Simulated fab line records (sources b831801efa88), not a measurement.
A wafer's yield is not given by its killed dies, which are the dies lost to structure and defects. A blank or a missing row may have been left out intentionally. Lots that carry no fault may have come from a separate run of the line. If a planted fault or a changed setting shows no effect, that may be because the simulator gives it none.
fab line records -- flow sky130
record: lots: 6, wafers: 18, last_day: 50
route steps=708 shown PWDE@54 NWELL@56 PAD_OPEN@708
lots that met no fault: taken from a fault-free run of the same line
start_h: the number of hours between the record's first day and the start of the first shown wafer of the lot -- wait_h: hours since the lot's step before -- " unchanged from the row above -- L1.1+2: a single row standing in for several wafers -- - no value, or no start was given -- * or withheld: withheld -- < > ~ a bound
route shown NAME@n: a module of which the file shows steps, and the number in the route of the first -- usual: mean/standard deviation of fault-free wafers -- same: alike in all rows -- chamber/n: place in a boat -- sites: each site's reading -- _std_site: the values' standard deviation -- _edge_site: inner sites' mean taken away from outer sites' mean -- radius_mm: for every site, how far away it sits from the centre of the wafer -- mask NAME#n: copy n -- behind: tool/chamber where the wafer was last shaped -- hold: what put the lot on hold/how long, in hours/how the hold closed -- device: names the non-switching transistor (n, p or np) -- end of line: the tests these same wafers got at the end of their route -- step lacking rows: just its recipe -- killed: count of dies lost to structure and defects at first sort (not the wafer's yield) -- map: a wafer's dies, marking killed ones x, the rest . and places with no die _
set.NAME: the setting the step ran with; set.NAME@STEP: the setting that earlier step ran with -- model.NAME: the simulator's own value behind a step, which no gauge read
lots at selected steps of the route; one table per step, one row per wafer
services: a tool's chamber out of use, with start hour (start_h, from the record's first day; less than 0 if before it), hours out, and reason
== steps ==
step: SKY_PWDE_STRIP_09
recipe: chemistry: O2/N2, power_w: 1400, pressure_mtorr: 1500, platen_temp_c: withheld, o2_flow_sccm: 3000, n2_flow_sccm: 300, overash_fraction: 0.5
usual: drypump_motor_current_A: 5.8/0.5, oes_product_au: 0.723/0.0043, strip_time_to_endpoint_s: 36.93/0.11
lot.wafer,tool,chamber,start_h,wait_h,drypump_motor_current_A,oes_product_au,rf_hours_counter_h,strip_time_to_endpoint_s
L513.1,plasma_asher-02,1,111.54,0.1,6.0,0.712,29,36.92
L513.3,plasma_asher-02,1,111.54,0.1,6.0,0.724,-,37.00
L513.6,plasma_asher-02,0,111.54,0.1,6.4,0.722,-,36.93
L514.3,plasma_asher-03,1,115.47,0.1,6.0,0.720,-,36.95
L514.5,plasma_asher-03,1,115.47,0.1,6.0,0.721,-,36.89
L514.6,plasma_asher-03,0,115.47,0.1,6.1,0.719,-,36.91
L523.1,plasma_asher-01,1,166.75,0.1,4.8,0.722,5,36.97
L523.3,plasma_asher-01,1,166.75,0.1,4.8,0.723,-,36.99
L523.6,plasma_asher-01,0,166.75,0.1,5.7,0.726,-,36.98
L524.1,plasma_asher-02,1,181.79,0.1,6.0,0.731,35,36.94
L524.2,plasma_asher-02,0,181.79,0.1,6.3,0.724,35,37.01
L524.6,plasma_asher-02,1,181.79,0.1,6.0,0.725,-,37.04
L525.2,plasma_asher-01,0,184.44,0.1,5.7,0.728,6,36.67
L525.3,plasma_asher-01,0,184.44,0.1,5.7,0.719,-,36.76
L525.6,plasma_asher-01,0,184.44,0.1,5.7,0.723,-,36.83
L527.4,plasma_asher-01,0,189.57,0.1,5.7,0.727,-,36.90
L527.5,plasma_asher-01,1,189.57,0.1,4.8,0.720,-,36.75
L527.6,plasma_asher-01,0,189.57,0.1,5.8,0.723,-,36.77
step: SKY_PWDE_TW_MEAS_10
usual: PWDE_TW: 374.5/1.9
lot.wafer,tool,chamber,start_h,wait_h,PWDE_TW
L513.1,film_metro-01,-,111.64,0.1,373.9
L513.3,film_metro-01,-,111.64,0.1,375.4
L513.6,film_metro-01,-,111.64,0.1,374.1
L514.3,film_metro-01,-,115.56,0.1,373.4
L514.5,film_metro-01,-,115.56,0.1,375.3
L514.6,film_metro-01,-,115.56,0.1,374.2
L523.1,film_metro-01,-,166.85,0.1,374.2
L523.3,film_metro-01,-,166.85,0.1,375.3
L523.6,film_metro-01,-,166.85,0.1,371.7
L524.1,film_metro-01,-,181.89,0.1,375.3
L524.2,film_metro-01,-,181.89,0.1,376.8
L524.6,film_metro-01,-,181.89,0.1,375.4
L525.2,film_metro-04,-,184.55,0.1,374.1
L525.3,film_metro-04,-,184.55,0.1,375.0
L525.6,film_metro-04,-,184.55,0.1,374.0
L527.4,film_metro-01,-,189.67,0.1,374.7
L527.5,film_metro-01,-,189.67,0.1,374.3
L527.6,film_metro-01,-,189.67,0.1,374.6
step: SKY_NWELL_DEHYDRATE_03
recipe: temp_c: 200, time_s: 60
step: SKY_NWELL_HMDS_04
recipe: prime_time_s: 60, prime_temp_c: 120
step: SKY_NWELL_COAT_05
recipe: spin_rpm: 2000, resist_thk_nm: 3000
step: SKY_NWELL_SOFTBAKE_06
recipe: temp_c: 110, time_s: withheld
step: SKY_NWELL_EXPOSE_07
recipe: mask_id: NWM, na: 0.6, source_shape: conventional, sigma_outer: 0.6, polarization: unpolarized, target_cd_nm: 840, dose_mj: 255
step: SKY_NWELL_PEB_08
recipe: temp_c: 115, time_s: withheld
step: SKY_NWELL_DEVELOP_09
recipe: wall_angle_deg: 90, developer: TMAH, develop_time_s: 60, dev_temp_c: 23
step: SKY_NWELL_OVL_MEAS_10
usual: NWELL_00_OVL: -0.1/1.6
lot.wafer,tool,chamber,start_h,wait_h,NWELL_00_OVL[nm]
L513.1,overlay-02,-,130.10,-,0.4
L513.3,overlay-02,-,130.10,-,0.9
L513.6,overlay-02,-,130.10,-,-0.8
L514.3,overlay-02,-,133.96,-,2.1
L514.5,overlay-02,-,133.96,-,1.1
L514.6,overlay-02,-,133.96,-,2.4
L523.1,overlay-02,-,187.01,-,0.0
L523.3,overlay-02,-,187.01,-,0.4
L523.6,overlay-02,-,187.01,-,0.6
L524.1,overlay-02,-,203.50,-,3.4
L524.2,overlay-02,-,203.50,-,0.7
L524.6,overlay-02,-,203.50,-,3.3
L525.2,overlay-01,-,206.67,-,0.5
L525.3,overlay-01,-,206.67,-,-0.5
L525.6,overlay-01,-,206.67,-,-1.8
L527.4,overlay-01,-,211.62,-,1.7
L527.5,overlay-01,-,211.62,-,2.7
L527.6,overlay-01,-,211.62,-,1.9
step: SKY_NWELL_IMPLANT_11
recipe: species: P, energy_kev: 400, dose_cm2: 1.9e+13, tilt_deg: withheld
step: SKY_NWELL_IMPLANT_12
recipe: species: P, energy_kev: 120, dose_cm2: 1.3e+12, tilt_deg: withheld
step: SKY_NWELL_IMPLANT_13
recipe: species: P, energy_kev: 50, dose_cm2: 7e+11, tilt_deg: withheld
usual: dose_ions_cm2: 6.998e+11/7.6e+08, faraday_current_uA: 3.95/0.07
lot.wafer,tool,chamber,start_h,wait_h,dose_ions_cm2,faraday_current_uA
L513.1,implanter-01,0,130.44,0.1,7.001e+11,4.01
L513.3,implanter-01,0,130.44,0.1,6.994e+11,3.99
L513.6,implanter-01,0,130.44,0.1,7.004e+11,3.93
L514.3,implanter-04,0,134.34,0.1,7.007e+11,4.01
L514.5,implanter-04,0,134.34,0.1,7.008e+11,3.89
L514.6,implanter-04,0,134.34,0.1,7.003e+11,3.88
L523.1,implanter-01,0,187.35,0.1,5.02e+11,2.77
L523.3,implanter-01,0,187.35,0.1,5.026e+11,2.84
L523.6,implanter-01,0,187.35,0.1,5.028e+11,2.84
L524.1,implanter-01,0,203.84,0.1,5.032e+11,2.91
L524.2,implanter-01,0,203.84,0.1,5.044e+11,2.95
L524.6,implanter-01,0,203.84,0.1,5.043e+11,2.86
L525.2,implanter-04,0,207.02,0.1,6.988e+11,4.02
L525.3,implanter-04,0,207.02,0.1,6.987e+11,3.89
L525.6,implanter-04,0,207.02,0.1,6.992e+11,3.98
L527.4,implanter-04,0,212.08,0.1,6.992e+11,3.85
L527.5,implanter-04,0,212.08,0.1,6.989e+11,3.90
L527.6,implanter-04,0,212.08,0.1,6.99e+11,3.90
step: SKY_NWELL_STRIP_14
recipe: chemistry: O2/N2, power_w: 1400, pressure_mtorr: 1500, platen_temp_c: withheld, o2_flow_sccm: 3000, n2_flow_sccm: 300, overash_fraction: 0.5
usual: drypump_motor_current_A: 6.2/0.37, oes_product_au: 0.722/0.0043, strip_time_to_endpoint_s: 36.93/0.12
lot.wafer,tool,chamber,start_h,wait_h,drypump_motor_current_A,oes_product_au,rf_hours_counter_h,strip_time_to_endpoint_s
L513.1,plasma_asher-03,0,130.59,0.1,6.1,0.722,46,36.84
L513.3,plasma_asher-03,0,130.59,0.1,6.1,0.726,-,36.94
L513.6,plasma_asher-03,0,130.59,0.1,6.1,0.725,-,37.03
L514.3,plasma_asher-03,0,134.47,0.1,6.1,0.723,-,36.93
L514.5,plasma_asher-03,0,134.47,0.1,6.1,0.724,-,36.96
L514.6,plasma_asher-03,1,134.47,0.1,6.0,0.723,-,36.99
L523.1,plasma_asher-04,1,187.50,0.1,5.8,0.726,52,36.86
L523.3,plasma_asher-04,1,187.50,0.1,5.8,0.720,-,36.91
L523.6,plasma_asher-04,0,187.50,0.1,6.9,0.717,-,36.82
L524.1,plasma_asher-04,1,203.99,0.1,5.8,0.720,54,37.01
L524.2,plasma_asher-04,0,203.99,0.1,6.8,0.722,54,36.98
L524.6,plasma_asher-04,0,203.99,0.1,6.8,0.724,-,37.03
L525.2,plasma_asher-04,0,207.15,0.1,6.8,0.719,54,36.79
L525.3,plasma_asher-04,0,207.15,0.1,6.8,0.727,-,36.81
L525.6,plasma_asher-04,1,207.15,0.1,5.8,0.719,-,37.02
L527.4,plasma_asher-03,1,212.18,0.1,6.0,0.718,-,37.21
L527.5,plasma_asher-03,1,212.18,0.1,6.0,0.727,-,37.12
L527.6,plasma_asher-03,0,212.18,0.1,6.1,0.724,-,37.03
step: SKY_NWELL_TW_MEAS_15
usual: NWELL_TW: 1822/8.9
lot.wafer,tool,chamber,start_h,wait_h,NWELL_TW
L513.1,film_metro-04,-,130.69,0.1,1816
L513.3,film_metro-04,-,130.69,0.1,1817
L513.6,film_metro-04,-,130.69,0.1,1820
L514.3,film_metro-01,-,134.56,0.1,1822
L514.5,film_metro-01,-,134.56,0.1,1814
L514.6,film_metro-01,-,134.56,0.1,1815
L523.1,film_metro-01,-,187.60,0.1,1821
L523.3,film_metro-01,-,187.60,0.1,1830
L523.6,film_metro-01,-,187.60,0.1,1821
L524.1,film_metro-02,-,204.09,0.1,1833
L524.2,film_metro-02,-,204.09,0.1,1832
L524.6,film_metro-02,-,204.09,0.1,1825
L525.2,film_metro-04,-,207.26,0.1,1828
L525.3,film_metro-04,-,207.26,0.1,1829
L525.6,film_metro-04,-,207.26,0.1,1836
L527.4,film_metro-04,-,212.28,0.1,1835
L527.5,film_metro-04,-,212.28,0.1,1822
L527.6,film_metro-04,-,212.28,0.1,1832
step: SKY_NWELL_DEHYDRATE_16
recipe: temp_c: 200, time_s: 60
step: SKY_NWELL_HMDS_17
recipe: prime_time_s: 60, prime_temp_c: 120
step: SKY_NWELL_COAT_18
recipe: spin_rpm: 2000, resist_thk_nm: 3000
step: SKY_NWELL_SOFTBAKE_19
recipe: temp_c: 110, time_s: withheld
step: SKY_NWELL_EXPOSE_20
recipe: mask_id: NWM_COMPLEMENT, na: 0.6, source_shape: conventional, sigma_outer: 0.6, polarization: unpolarized, target_cd_nm: 840, dose_mj: 260
step: SKY_NWELL_PEB_21
recipe: temp_c: 115, time_s: withheld
step: SKY_NWELL_DEVELOP_22
recipe: wall_angle_deg: 90, developer: TMAH, develop_time_s: 60, dev_temp_c: 23
step: SKY_NWELL_OVL_MEAS_23
usual: NWELL_01_OVL: -0.3/1.3
lot.wafer,tool,chamber,start_h,wait_h,NWELL_01_OVL[nm]
L513.1,overlay-02,-,149.55,-,-1.0
L513.3,overlay-02,-,149.55,-,-0.4
L513.6,overlay-02,-,149.55,-,-0.3
L514.3,overlay-01,-,153.22,-,0.4
L514.5,overlay-01,-,153.22,-,1.5
L514.6,overlay-01,-,153.22,-,1.9
L523.1,overlay-01,-,208.71,-,0.6
L523.3,overlay-01,-,208.71,-,-0.9
L523.6,overlay-01,-,208.71,-,-0.2
L524.1,overlay-02,-,226.31,-,-1.9
L524.2,overlay-02,-,226.31,-,-3.4
L524.6,overlay-02,-,226.31,-,-0.9
L525.2,overlay-01,-,230.72,-,-0.9
L525.3,overlay-01,-,230.72,-,-2.6
L525.6,overlay-01,-,230.72,-,-2.2
L527.4,overlay-02,-,234.37,-,2.1
L527.5,overlay-02,-,234.37,-,1.0
L527.6,overlay-02,-,234.37,-,1.1
step: SKY_NWELL_IMPLANT_24
recipe: species: B, energy_kev: 140, dose_cm2: 9.2e+12, tilt_deg: withheld
step: SKY_NWELL_STRIP_25
recipe: chemistry: O2/N2, power_w: 1400, pressure_mtorr: 1500, platen_temp_c: withheld, o2_flow_sccm: 3000, n2_flow_sccm: 300, overash_fraction: 0.5
usual: drypump_motor_current_A: 6.2/0.31, oes_product_au: 0.722/0.0046, strip_time_to_endpoint_s: 36.94/0.091
lot.wafer,tool,chamber,start_h,wait_h,drypump_motor_current_A,oes_product_au,rf_hours_counter_h,strip_time_to_endpoint_s
L513.1,plasma_asher-03,0,149.74,0.1,6.1,0.723,48,36.99
L513.3,plasma_asher-03,1,149.74,0.1,6.0,0.715,-,37.04
L513.6,plasma_asher-03,1,149.74,0.1,6.0,0.725,-,36.99
L514.3,plasma_asher-03,1,153.43,0.1,6.0,0.728,-,36.92
L514.5,plasma_asher-03,1,153.43,0.1,6.0,0.722,-,37.03
L514.6,plasma_asher-03,0,153.43,0.1,6.1,0.722,-,36.93
L523.1,plasma_asher-03,1,208.90,0.1,6.0,0.719,53,36.99
L523.3,plasma_asher-03,0,208.90,0.1,6.1,0.722,-,36.94
L523.6,plasma_asher-03,0,208.90,0.1,6.1,0.712,-,36.94
L524.1,plasma_asher-04,1,226.50,0.1,5.8,0.717,56,36.77
L524.2,plasma_asher-04,0,226.50,0.1,6.8,0.722,56,36.75
L524.6,plasma_asher-04,1,226.50,0.1,5.8,0.720,-,36.82
L525.2,plasma_asher-02,1,230.90,0.1,6.0,0.719,39,36.95
L525.3,plasma_asher-02,0,230.90,0.1,6.3,0.723,-,36.91
L525.6,plasma_asher-02,0,230.90,0.1,6.3,0.727,-,37.01
L527.4,plasma_asher-04,0,234.57,0.1,6.9,0.717,-,36.96
L527.5,plasma_asher-04,1,234.57,0.1,5.9,0.733,-,36.95
L527.6,plasma_asher-04,0,234.57,0.1,6.8,0.722,-,36.93
step: SKY_NWELL_TW_MEAS_26
usual: NWELL_2_TW: 497.4/2.6
lot.wafer,tool,chamber,start_h,wait_h,NWELL_2_TW
L513.1,film_metro-02,-,149.84,0.1,498.0
L513.3,film_metro-02,-,149.84,0.1,497.3
L513.6,film_metro-02,-,149.84,0.1,497.2
L514.3,film_metro-02,-,153.52,0.1,500.2
L514.5,film_metro-02,-,153.52,0.1,497.7
L514.6,film_metro-02,-,153.52,0.1,499.1
L523.1,film_metro-02,-,209.00,0.1,503.5
L523.3,film_metro-02,-,209.00,0.1,499.1
L523.6,film_metro-02,-,209.00,0.1,502.6
L524.1,film_metro-01,-,226.60,0.1,492.7
L524.2,film_metro-01,-,226.60,0.1,496.3
L524.6,film_metro-01,-,226.60,0.1,493.6
L525.2,film_metro-04,-,231.01,0.1,497.8
L525.3,film_metro-04,-,231.01,0.1,498.5
L525.6,film_metro-04,-,231.01,0.1,496.9
L527.4,film_metro-04,-,234.67,0.1,499.8
L527.5,film_metro-04,-,234.67,0.1,500.9
L527.6,film_metro-04,-,234.67,0.1,496.1
step: SKY_NWELL_CLEAN_27
recipe: chemistry: SC1/SC2, mix: 1:4:20, temp_c: 70, time_s: 150, dry: n2_spin
step: SKY_NWELL_RTA_28
recipe: temp_c: 1050, time_s: 30, idle_temp_c: 650, ramp_up_c_per_s: 150, ramp_down_c_per_s: 90, ambient: N2
usual: lamp_power_pct: 25.31/0.055, wafer_temp_C_max: 1054.9/0.99
lot.wafer,tool,chamber,start_h,wait_h,lamp_power_pct,wafer_temp_C_max
L513.1,rtp_anneal-01,0,149.95,0.0,25.26,1054.9
L513.3,rtp_anneal-01,0,149.95,0.0,25.24,1053.9
L513.6,rtp_anneal-01,0,149.95,0.0,25.33,1054.0
L514.3,rtp_anneal-02,0,153.65,0.0,25.36,1054.5
L514.5,rtp_anneal-02,0,153.65,0.0,25.34,1055.4
L514.6,rtp_anneal-02,0,153.65,0.0,25.36,1055.4
L523.1,rtp_anneal-01,0,209.11,0.0,25.29,1053.2
L523.3,rtp_anneal-01,0,209.11,0.0,25.33,1056.7
L523.6,rtp_anneal-01,0,209.11,0.0,25.34,1054.7
L524.1,rtp_anneal-02,0,226.71,0.0,25.32,1056.1
L524.2,rtp_anneal-02,0,226.71,0.0,25.21,1054.8
L524.6,rtp_anneal-02,0,226.71,0.0,25.41,1054.6
L525.2,rtp_anneal-02,0,231.12,0.0,25.19,1054.7
L525.3,rtp_anneal-02,0,231.12,0.0,25.27,1053.5
L525.6,rtp_anneal-02,0,231.12,0.0,25.38,1054.6
L527.4,rtp_anneal-02,0,234.80,0.1,25.33,1054.8
L527.5,rtp_anneal-02,0,234.80,0.1,25.30,1055.3
L527.6,rtp_anneal-02,0,234.80,0.1,25.31,1053.3
step: SKY_NWELL_RS_MEAS_29
recipe: thk_meas_gauge: four-point-probe
usual: NWELL_RS: 624.5/1.4
lot.wafer,tool,chamber,start_h,wait_h,NWELL_RS[ohm/sq]
L513.1,film_metro-01,-,150.05,0.1,624.9
L513.3,film_metro-01,-,150.05,0.1,625.7
L513.6,film_metro-01,-,150.05,0.1,623.9
L514.3,film_metro-01,-,153.76,0.1,624.7
L514.5,film_metro-01,-,153.76,0.1,624.6
L514.6,film_metro-01,-,153.76,0.1,623.8
L523.1,film_metro-01,-,209.21,0.1,633.2
L523.3,film_metro-01,-,209.21,0.1,632.7
L523.6,film_metro-01,-,209.21,0.1,631.3
L524.1,film_metro-02,-,226.81,0.1,632.4
L524.2,film_metro-02,-,226.81,0.1,634.3
L524.6,film_metro-02,-,226.81,0.1,632.1
L525.2,film_metro-01,-,231.23,0.1,625.5
L525.3,film_metro-01,-,231.23,0.1,626.0
L525.6,film_metro-01,-,231.23,0.1,625.4
L527.4,film_metro-01,-,234.91,0.1,622.3
L527.5,film_metro-01,-,234.91,0.1,623.6
L527.6,film_metro-01,-,234.91,0.1,623.6
step: SKY_PAD_OPEN_PROBE_99
usual: killed_at_M0_to_M3: 43/6.7, killed_at_M4_up: 3.2/1.8, killed_at_contacts: 25/5.2, killed_at_front_end: 15/4.4, killed_at_other: 0.2/0.4, killed_dies: 87/9.3, killed_open: 48/7.1, killed_short: 39/6
same: gross_dies: 492, killed_at_back_side: 0
lot.wafer,tool,chamber,start_h,wait_h,killed_at_M0_to_M3,killed_at_M4_up,killed_at_contacts,killed_at_front_end,killed_at_other,killed_dies,killed_open,killed_short,model.etest.pfet_g5v0d10v5.r_on_ohm_um,model.etest.pfet_g5v0d10v5.drive_ua_um,model.etest.pfet_01v8_lvt.drive_ua_um,model.etest.pfet_g5v0d10v5.off_log10_a_um,model.etest.pfet_01v8_lvt.off_log10_a_um,model.etest.pfet_g5v0d10v5.vt_sat_v,model.etest.pfet_16v.vt_v,model.etest.pfet_g5v0d10v5.vt_v
L513.1,prober-01,-,1120.18,0.1,43,4,20,12,0,79,52,27,4770,341.4,173.1,-12.89,-9.008,-0.6693,-1.111,-0.8592
L513.3,prober-01,-,1120.28,0.2,44,0,28,14,0,86,44,42,4706,353.8,175.9,-12.48,-9.071,-0.6133,-1.106,-0.8073
L513.6,prober-01,-,1120.43,0.2,42,2,21,23,0,88,43,45,4764,342.8,171.9,-12.88,-8.903,-0.6697,-1.107,-0.8597
L514.3,prober-01,-,1122.87,0.2,27,4,32,17,0,80,46,34,4815,332.9,172.3,-13.08,-9.184,-0.6792,-1.139,-0.8537
L514.5,prober-01,-,1122.97,0.2,46,5,28,9,0,88,46,42,4841,333,170.3,-13.17,-9.244,-0.7054,-1.129,-0.8875
L514.6,prober-01,-,1123.02,0.2,41,1,27,14,0,83,47,36,4806,339.1,173,-13.05,-9.265,-0.6902,-1.136,-0.8661
L523.1,prober-02,-,1176.73,0.1,44,1,29,10,1,85,50,35,4644,350.1,179.1,-11.8,-8.302,-0.5661,-1.032,-0.784
L523.3,prober-02,-,1176.83,0.2,37,1,26,19,0,83,38,45,4651,347.9,178.7,-11.99,-8.19,-0.5834,-1.036,-0.7934
L523.6,prober-02,-,1176.98,0.2,49,5,19,20,0,93,50,43,4635,350.9,179.9,-11.72,-8.148,-0.5638,-1.028,-0.7715
L524.1,prober-01,-,1185.30,0.1,36,4,28,18,0,86,44,42,4822,335.7,178.2,-11.88,-8.29,-0.5751,-1.046,-0.7751
L524.2,prober-01,-,1185.35,0.1,36,3,27,14,0,80,48,32,4789,335.3,178.2,-11.84,-8.702,-0.5694,-1.039,-0.7726
L524.6,prober-01,-,1185.55,0.2,51,3,30,8,0,92,52,40,4654,346.6,179.5,-11.65,-8.341,-0.5512,-1.028,-0.7563
L525.2,prober-02,-,1188.10,0.1,41,5,21,20,0,87,48,39,4852,334.3,170.8,-12.75,-9.082,-0.646,-1.108,-0.8386
L525.3,prober-02,-,1188.15,0.2,37,6,33,12,0,88,48,40,4774,344.7,170.9,-12.52,-8.926,-0.642,-1.107,-0.8328
L525.6,prober-02,-,1188.30,0.2,28,3,27,10,0,68,32,36,4779,338.1,170.9,-12.62,-8.868,-0.6435,-1.108,-0.8368
L527.4,prober-02,-,1194.77,0.2,37,2,32,12,1,84,46,38,4756,338.1,174.5,-12.52,-8.554,-0.624,-1.093,-0.821
L527.5,prober-02,-,1194.82,0.2,40,3,39,15,0,97,58,39,4728,340.1,175.9,-12.81,-8.529,-0.6599,-1.097,-0.856
L527.6,prober-02,-,1194.87,0.2,43,5,32,11,0,91,49,42,4820,336.3,173.4,-12.25,-8.759,-0.619,-1.112,-0.8116
killed by level:class
L513.1 VIA1:geometric_particle:open=12 VIA3:geometric_particle:open=7 CONTACT:geometric_particle:open=7 LI_CONTACT:geometric_particle:open=5 VIA2:geometric_particle:open=5 FIELD_ISO:geometric_particle:open=4 CONTACT:geometric_particle:short=4 VIA1:geometric_particle:short=4
L513.3 LI_CONTACT:geometric_particle:open=9 METAL1:geometric_particle:short=8 METAL2:geometric_particle:short=7 CONTACT:geometric_particle:short=7 CONTACT:geometric_particle:open=7 VIA3:geometric_particle:open=7 VIA2:geometric_particle:open=6 FIELD_ISO:geometric_particle:short=5
L513.6 FIELD_ISO:geometric_particle:open=10 VIA3:geometric_particle:short=10 VIA2:geometric_particle:open=7 CONTACT:geometric_particle:open=7 LI_CONTACT:geometric_particle:open=6 VIA2:geometric_particle:short=6 FIELD_ISO:geometric_particle:short=5 LOCAL_INTERCONNECT:geometric_particle:short=5
L514.3 CONTACT:geometric_particle:open=16 LI_CONTACT:geometric_particle:open=8 POLY_GATE:geometric_particle:short=6 VIA1:geometric_particle:open=6 FIELD_ISO:geometric_particle:short=5 VIA2:geometric_particle:open=5 LI_CONTACT:geometric_particle:short=4 METAL1:geometric_particle:short=4
L514.5 CONTACT:geometric_particle:open=13 VIA1:geometric_particle:open=10 METAL1:geometric_particle:short=7 VIA2:geometric_particle:open=6 CONTACT:geometric_particle:short=6 VIA1:geometric_particle:short=5 METAL4:geometric_particle:short=5 METAL2:geometric_particle:short=5
L514.6 CONTACT:geometric_particle:open=11 VIA1:geometric_particle:open=9 VIA3:geometric_particle:open=7 LI_CONTACT:geometric_particle:open=6 VIA1:geometric_particle:short=6 METAL2:geometric_particle:short=6 FIELD_ISO:geometric_particle:open=4 VIA3:geometric_particle:short=4
L523.1 CONTACT:geometric_particle:open=18 VIA1:geometric_particle:open=9 METAL1:geometric_particle:short=8 CONTACT:geometric_particle:short=5 METAL2:geometric_particle:short=5 VIA2:geometric_particle:short=5 VIA3:geometric_particle:open=4 FIELD_ISO:geometric_particle:open=3
L523.3 METAL1:geometric_particle:short=10 CONTACT:geometric_particle:open=10 FIELD_ISO:geometric_particle:short=8 VIA2:geometric_particle:open=7 FIELD_ISO:geometric_particle:open=6 CONTACT:geometric_particle:short=6 LI_CONTACT:geometric_particle:open=4 VIA1:geometric_particle:open=4
L523.6 VIA1:geometric_particle:open=14 VIA3:geometric_particle:open=8 POLY_GATE:geometric_particle:short=6 LOCAL_INTERCONNECT:geometric_particle:short=6 METAL1:geometric_particle:short=6 VIA2:geometric_particle:open=5 METAL4:geometric_particle:short=5 FIELD_ISO:geometric_particle:open=4
L524.1 CONTACT:geometric_particle:open=9 FIELD_ISO:geometric_particle:short=8 VIA1:geometric_particle:open=8 CONTACT:geometric_particle:short=7 VIA2:geometric_particle:open=7 LI_CONTACT:geometric_particle:open=5 METAL1:geometric_particle:short=5 FIELD_ISO:geometric_particle:open=4
L524.2 VIA1:geometric_particle:open=13 CONTACT:geometric_particle:open=12 LI_CONTACT:geometric_particle:open=8 CONTACT:geometric_particle:short=5 VIA3:geometric_particle:open=5 FIELD_ISO:geometric_particle:short=4 VIA3:geometric_particle:short=4 VIA2:geometric_particle:open=4
L524.6 VIA1:geometric_particle:open=13 CONTACT:geometric_particle:open=12 VIA2:geometric_particle:open=8 LI_CONTACT:geometric_particle:open=7 METAL1:geometric_particle:short=6 LI_CONTACT:geometric_particle:short=5 CONTACT:geometric_particle:short=5 VIA1:geometric_particle:short=5
L525.2 VIA3:geometric_particle:open=11 CONTACT:geometric_particle:open=9 LI_CONTACT:geometric_particle:open=5 VIA2:geometric_particle:open=5 POLY_GATE:geometric_particle:open=4 POLY_GATE:geometric_particle:short=4 SPACER:geometric_particle:short=4 METAL1:geometric_particle:short=4
L525.3 LI_CONTACT:geometric_particle:open=12 CONTACT:geometric_particle:open=11 METAL1:geometric_particle:short=7 LOCAL_INTERCONNECT:geometric_particle:short=6 METAL2:geometric_particle:short=5 VIA1:geometric_particle:open=5 VIA1:geometric_particle:short=5 METAL4:geometric_particle:short=4
L525.6 LI_CONTACT:geometric_particle:open=9 LI_CONTACT:geometric_particle:short=6 VIA1:geometric_particle:open=6 LOCAL_INTERCONNECT:geometric_particle:short=5 VIA3:geometric_particle:open=5 FIELD_ISO:geometric_particle:short=4 CONTACT:geometric_particle:open=4 METAL1:geometric_particle:short=4
L527.4 CONTACT:geometric_particle:open=13 VIA1:geometric_particle:open=10 VIA1:geometric_particle:short=8 CONTACT:geometric_particle:short=7 LI_CONTACT:geometric_particle:open=6 METAL1:geometric_particle:short=5 VIA3:geometric_particle:open=4 POLY_GATE:geometric_particle:short=3
L527.5 CONTACT:geometric_particle:open=13 LI_CONTACT:geometric_particle:open=12 VIA1:geometric_particle:open=11 METAL2:geometric_particle:short=9 FIELD_ISO:geometric_particle:open=6 CONTACT:geometric_particle:short=6 POLY_GATE:geometric_particle:open=5 VIA3:geometric_particle:open=5
L527.6 CONTACT:geometric_particle:open=9 LOCAL_INTERCONNECT:geometric_particle:short=8 VIA1:geometric_particle:open=8 VIA2:geometric_particle:open=8 LI_CONTACT:geometric_particle:open=7 VIA3:geometric_particle:open=6 CONTACT:geometric_particle:short=5 VIA1:geometric_particle:short=5
== services ==
tool,chamber,start_h,hours,kind
implanter-01,-,104.67,11.4,pm
plasma_asher-03,-,105.98,2.8,pm
plasma_asher-01,-,108.75,9.0,pm
plasma_asher-01,0,108.75,9.0,vent_cycle
plasma_asher-01,1,108.75,9.0,vent_cycle
implanter-04,-,114.66,3.7,pm
plasma_asher-01,0,117.75,-,clean
plasma_asher-01,1,117.75,-,clean
plasma_asher-02,-,128.01,9.0,repair
implanter-04,-,187.61,2.0,repair
implanter-01,-,228.35,4.5,repair
== key ==
first_sign: step: SKY_NWELL_IMPLANT_13, reading: dose_ions_cm2, direction: down, sigmas: 99+, usual: *, struck: *
effect: step: SKY_NWELL_IMPLANT_13, reading: faraday_current_uA, direction: down, sigmas: 15, usual: 3.95, struck: 2.86
effect: step: SKY_NWELL_RS_MEAS_29, reading: NWELL_RS, direction: up, sigmas: 5.7, usual: 624.5, struck: 632.7
model_effect: step: SKY_PAD_OPEN_PROBE_99, value: etest.pfet_g5v0d10v5.r_on_ohm_um, without: 4816, struck: 4699
met_at SKY_NWELL_IMPLANT_13
struck_wafers L523.1,L523.3,L523.6,L524.1,L524.2,L524.6
tester_left_out L523,L524
onset_between 130.44 187.35
fault: kind: process_parameter_drift, tool: implanter-01, chamber: -, onset_h: 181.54, steps: SKY_NWELL_IMPLANT_13, channel: dose_cm2, offset: *, shape: step, end_h: 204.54, acts_in: *, stated: *
tester_left_out: of these lots the tester's yield and bins aren't shown, on N5 and GAA mostly nor the transistor test; their killed dies are dies lost to structure and defects alone, not to doping, threshold or leakage, so they don't give the yield
